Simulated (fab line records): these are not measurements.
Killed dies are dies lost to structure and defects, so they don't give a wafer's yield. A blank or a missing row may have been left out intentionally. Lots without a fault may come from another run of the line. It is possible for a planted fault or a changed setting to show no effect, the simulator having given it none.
The tool behind it: which one?	flow gf180mcu	6 lots with 16 wafers sampled at 3 steps, on a route of 602 steps

== WHAT THE GAUGES READ, wafer by wafer ==
GF_PSD_RS_MEAS_14: uses a four-point probe to measure.
lot	measured	on	NSD_RS (ohm/sq)
L286	day 14 14:18	film metro-02	46.21 46.25 46.29
L289	day 16 00:39	film metro-01	46.09 46.21 46.13
L295	day 18 11:47	film metro-04	46.03 45.04
L300	day 19 19:35	film metro-01	46.03 45.09
L303	day 20 16:28	film metro-04	46.09 46.19 45.96
L307	day 22 07:08	film metro-01	46.14 46.05 46.18

== WHICH TOOL RAN EACH LOT (tool, then ch and the chambers of the sampled wafers, then the start) ==
lot	GF_NSD_IMPLANT_09	GF_NSD_STRIP_11
L286	implanter-01 ch 0, day 13 16:43	plasma asher-03 ch 0,1, day 13 17:00
L289	implanter-03 ch 0, day 15 02:17	plasma asher-01 ch 0,1, day 15 02:34
L295	implanter-01 ch 0, day 17 11:36	plasma asher-02 ch 0, day 17 11:54
L300	implanter-01 ch 0, day 18 18:09	plasma asher-01 ch 0,1, day 18 18:27
L303	implanter-03 ch 0, day 19 15:04	plasma asher-01 ch 0,1, day 19 15:20
L307	implanter-03 ch 0, day 21 06:36	plasma asher-03 ch 0,1, day 21 06:53
- GF_NSD_IMPLANT_09
- GF_NSD_STRIP_11: strips in O2/N2.

== THE ANSWER, worked out from the rows above alone ==
Rule: what is usual is taken from the lots themselves. The widest of any qualifying gaps counts: lots, ordered by their means at a reading, are off when they make up no more than a third of the lots, leave a main group of 4 or more, and stand apart from it by 3 or more times the standard deviation of that group's means. If all means in a main group match to the digits the tables above print for the reading, that group is not used. Also off: a lot with no number at a reading for which 4 or more lots have one. The other lots that the step has rows for count as sound.
Off: L295, L300, seen at GF_PSD_RS_MEAS_14 (NSD_RS). The main group: mean 46.15 ohm/sq, standard deviation 0.063.
A tool fits if, at a process step before that reading, it ran every lot that is off, and no sound lot after the first of them. Gauges at GF_PSD_RS_MEAS_14: tried the same way as those tools. One fits: GF_NSD_IMPLANT_09 on implanter-01. A fault onset in the window from L286 (day 13 16:43, its last sound lot) to L295 (day 17 11:36, its first lot off) fits.

== WHAT THE SIMULATOR HAD INSERTED ==
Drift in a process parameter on implanter-01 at GF_NSD_IMPLANT_09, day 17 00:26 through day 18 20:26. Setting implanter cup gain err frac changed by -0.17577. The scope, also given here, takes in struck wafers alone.
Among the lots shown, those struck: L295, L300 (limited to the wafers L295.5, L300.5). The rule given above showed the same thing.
